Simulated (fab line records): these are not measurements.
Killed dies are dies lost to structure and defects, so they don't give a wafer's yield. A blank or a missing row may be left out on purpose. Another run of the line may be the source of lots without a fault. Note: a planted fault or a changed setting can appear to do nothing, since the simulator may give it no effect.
Which tool is to blame? + flow gf180mcu + Sampling: 11 lots, 33 wafers, 5 of 602 route steps

== WHAT THE GAUGES READ, wafer by wafer ==
GF_VT_IMPLANT_RS_MEAS_49: a four-point-probe measurement.
| lot  | measured     | on            | MVPSD_RS (ohm/sq)    |
|------|--------------|---------------|----------------------|
| L390 | day 7 13:38  | film_metro-03 | 1157.6 1152.1 1156.6 |
| L391 | day 7 19:41  | film_metro-03 | 1151.2 1154.4 1154.8 |
| L392 | day 8 02:41  | film_metro-03 | 1158.2 1155.1 1155.5 |
| L399 | day 10 03:10 | film_metro-03 | 1156.8 1152.7 1150.7 |
| L400 | day 10 09:37 | film_metro-01 | 1160.6 1159.7 1158.0 |
| L401 | day 10 12:14 | film_metro-01 | 1156.9 1157.8 1156.5 |
| L402 | day 10 20:31 | film_metro-03 | 1156.1 1162.0 1157.3 |
| L403 | day 11 03:02 | film_metro-01 | 1157.2 1157.3 1157.7 |
| L411 | day 13 18:26 | film_metro-02 | 1154.5 1153.1 1155.0 |
| L412 | day 13 18:34 | film_metro-03 | 1159.7 1156.9 1154.1 |
| L413 | day 13 23:41 | film_metro-02 | 1152.2 1155.3 1155.5 |

GF_HV_LDD_CD_MEAS_07: target cd 400 nm.
| lot  | measured     | on        | cd_nm (nm)        |
|------|--------------|-----------|-------------------|
| L390 | day 9 22:55  | cd_sem-01 | 401.2 398.2 400.8 |
| L391 | day 10 06:13 | cd_sem-01 | 397.9 399.0 398.3 |
| L392 | day 10 14:40 | cd_sem-02 | 399.9 401.3 399.5 |
| L399 | day 12 21:01 | cd_sem-02 | 398.7 401.9 399.3 |
| L400 | day 13 02:16 | cd_sem-01 | 400.5 400.0 402.7 |
| L401 | day 13 04:26 | cd_sem-01 | 401.5 401.9 398.7 |
| L402 | day 13 14:34 | cd_sem-01 | 398.7 399.1 400.1 |
| L403 | day 13 20:49 | cd_sem-01 | 399.6 396.7 396.1 |
| L411 | day 16 18:19 | cd_sem-01 | 410.1 408.6 411.1 |
| L412 | day 16 19:16 | cd_sem-01 | 413.4 412.0 414.5 |
| L413 | day 17 01:37 | cd_sem-01 | 395.9 398.1 397.2 |

== WHICH TOOL RAN EACH LOT (tool, then ch and the chambers of the sampled wafers, then the start) ==
| lot  | GF_VT_IMPLANT_RTA_45             | GF_POLY_GATE_STRIP_14                | GF_HV_LDD_COAT_02                 |
|------|----------------------------------|--------------------------------------|-----------------------------------|
| L390 | rtp_anneal-02 ch 0, day 7 13:11  | plasma_asher-01 ch 0,1, day 9 03:53  | litho_track-03 ch 0, day 9 13:55  |
| L391 | rtp_anneal-01 ch 0, day 7 19:14  | plasma_asher-01 ch 0,1, day 9 11:02  | litho_track-01 ch 0, day 9 21:16  |
| L392 | rtp_anneal-01 ch 0, day 8 02:14  | plasma_asher-04 ch 0,1, day 9 18:08  | litho_track-04 ch 0, day 10 05:46 |
| L399 | rtp_anneal-02 ch 0, day 10 02:42 | plasma_asher-03 ch 0,1, day 11 23:56 | litho_track-04 ch 0, day 12 10:28 |
| L400 | rtp_anneal-01 ch 0, day 10 09:09 | plasma_asher-01 ch 0,1, day 12 03:47 | litho_track-04 ch 0, day 12 16:28 |
| L401 | rtp_anneal-02 ch 0, day 10 11:46 | plasma_asher-01 ch 0,1, day 12 07:52 | litho_track-03 ch 0, day 12 19:10 |
| L402 | rtp_anneal-02 ch 0, day 10 20:03 | plasma_asher-04 ch 0,1, day 12 16:08 | litho_track-03 ch 0, day 13 03:58 |
| L403 | rtp_anneal-02 ch 0, day 11 02:34 | plasma_asher-03 ch 0,1, day 12 22:55 | litho_track-03 ch 0, day 13 10:37 |
| L411 | rtp_anneal-02 ch 0, day 13 17:58 | plasma_asher-03 ch 0,1, day 15 17:46 | litho_track-04 ch 0, day 16 06:46 |
| L412 | rtp_anneal-01 ch 0, day 13 18:06 | plasma_asher-01 ch 0,1, day 15 19:14 | litho_track-04 ch 0, day 16 08:01 |
| L413 | rtp_anneal-01 ch 0, day 13 23:13 | plasma_asher-03 ch 0,1, day 16 00:20 | litho_track-03 ch 0, day 16 13:58 |
- GF_VT_IMPLANT_RTA_45: time 30 s.
- GF_POLY_GATE_STRIP_14: strips in O2/N2.
- GF_HV_LDD_COAT_02: resist thk 1000 nm.

== WHAT THE TOOLS THEMSELVES READ (means of the sampled wafers that have a number; where no wafer has one, the mark that the record gives instead) ==
GF_VT_IMPLANT_RTA_45.
| lot  | tool          | lamp_power_pct (%) | wafer_temp_C_max |
|------|---------------|--------------------|------------------|
| L390 | rtp_anneal-02 | 36.5               | 1056.6           |
| L391 | rtp_anneal-01 | 34.5               | 1056.8           |
| L392 | rtp_anneal-01 | 34.5               | 1057.6           |
| L399 | rtp_anneal-02 | 36.6               | 1054.8           |
| L400 | rtp_anneal-01 | 34.5               | 1056.8           |
| L401 | rtp_anneal-02 | 36.5               | 1055.1           |
| L402 | rtp_anneal-02 | 36.6               | 1055.3           |
| L403 | rtp_anneal-02 | 36.5               | 1055.4           |
| L411 | rtp_anneal-02 | 36.6               | 1054.7           |
| L412 | rtp_anneal-01 | 34.5               | 1056.6           |
| L413 | rtp_anneal-01 | 34.5               | 1055.1           |

GF_POLY_GATE_STRIP_14.
| lot  | tool            | chamber_pressure_mTorr (mTorr) | drypump_motor_current_A (A) | heater_power_w (W) | n2_flow_sccm (sccm) | oes_product_au (a.u.) |
|------|-----------------|--------------------------------|-----------------------------|--------------------|---------------------|-----------------------|
| L390 | plasma_asher-01 | 1501.1                         | 5.5                         | 318                | 300.1               | 0.501                 |
| L391 | plasma_asher-01 | 1499.7                         | 5.5                         | 320                | 300.4               | 0.500                 |
| L392 | plasma_asher-04 | 1500.3                         | 5.5                         | 309                | 300.0               | 0.503                 |
| L399 | plasma_asher-03 | 1500.7                         | 5.3                         | 341                | 300.0               | 0.499                 |
| L400 | plasma_asher-01 | 1498.9                         | 5.7                         | 315                | 299.9               | 0.502                 |
| L401 | plasma_asher-01 | 1500.7                         | 5.8                         | 311                | 299.7               | 0.496                 |
| L402 | plasma_asher-04 | 1500.5                         | 5.4                         | 304                | 300.5               | 0.502                 |
| L403 | plasma_asher-03 | 1499.6                         | 5.3                         | 342                | 299.6               | 0.499                 |
| L411 | plasma_asher-03 | 1500.6                         | 5.3                         | 342                | 300.7               | 0.501                 |
| L412 | plasma_asher-01 | 1499.5                         | 5.8                         | 314                | 300.8               | 0.499                 |
| L413 | plasma_asher-03 | 1498.3                         | 5.3                         | 342                | 300.0               | 0.494                 |

GF_HV_LDD_COAT_02.
| lot  | tool           | spin_speed_rpm (rpm) |
|------|----------------|----------------------|
| L390 | litho_track-03 | 2998.9               |
| L391 | litho_track-01 | 2999.3               |
| L392 | litho_track-04 | 3000.1               |
| L399 | litho_track-04 | 2999.6               |
| L400 | litho_track-04 | 3003.0               |
| L401 | litho_track-03 | 2999.0               |
| L402 | litho_track-03 | 2998.9               |
| L403 | litho_track-03 | 3000.9               |
| L411 | litho_track-04 | 3654.1               |
| L412 | litho_track-04 | 3652.4               |
| L413 | litho_track-03 | 2998.6               |

== THE ANSWER, worked out from the rows above alone ==
Rule: the lots themselves supply what counts as usual. The widest of any qualifying gaps counts: lots, ordered by their means at a reading, are off when they make up no more than a third of the lots, leave a main group of 4 or more, and stand apart from it by 3 or more times the standard deviation of that group's means. The tables above print the reading to a certain number of digits; a main group whose means all agree to those digits is not used. Also off: a lot with no number at a reading for which 4 or more lots have one. The other lots that the step has rows for count as sound. After the gauges, taken in route order, come the tools' own readings; for these a lot's mean is taken, as printed above. The first step at which some lot is off is used, and at that step the reading that is off furthest; a lot without a number counts as furthest.
Off at GF_HV_LDD_CD_MEAS_07 (cd_nm): L411, L412. Main group: mean 399.4 nm, sd 1.3.
If a tool, at a process step before that reading, ran all the lots that are off and no sound lot after the first of them, it fits. The gauges at GF_HV_LDD_CD_MEAS_07 aren't tried: what is off there is off at GF_HV_LDD_COAT_02 too, on other tools, and a gauge's error can't cause that. One fits: litho_track-04 at GF_HV_LDD_COAT_02. A fault onset in the window from L400 (day 12 16:28, its last sound lot) to L411 (day 16 06:46, its first lot off) fits.
The tool's own readings at GF_HV_LDD_COAT_02 bear it out: on the lots that are off they differ by more than 5 times the standard deviation of the sound lots' means. spin_speed_rpm reads 3653.2 rpm there against 2999.8 rpm on the sound lots.

== WHAT WAS PUT IN BY THE SIMULATOR ==
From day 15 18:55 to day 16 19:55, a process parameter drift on litho_track-04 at GF_HV_LDD_COAT_02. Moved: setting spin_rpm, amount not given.
Lots struck among those shown: L411, L412. The same result came from the rule above.
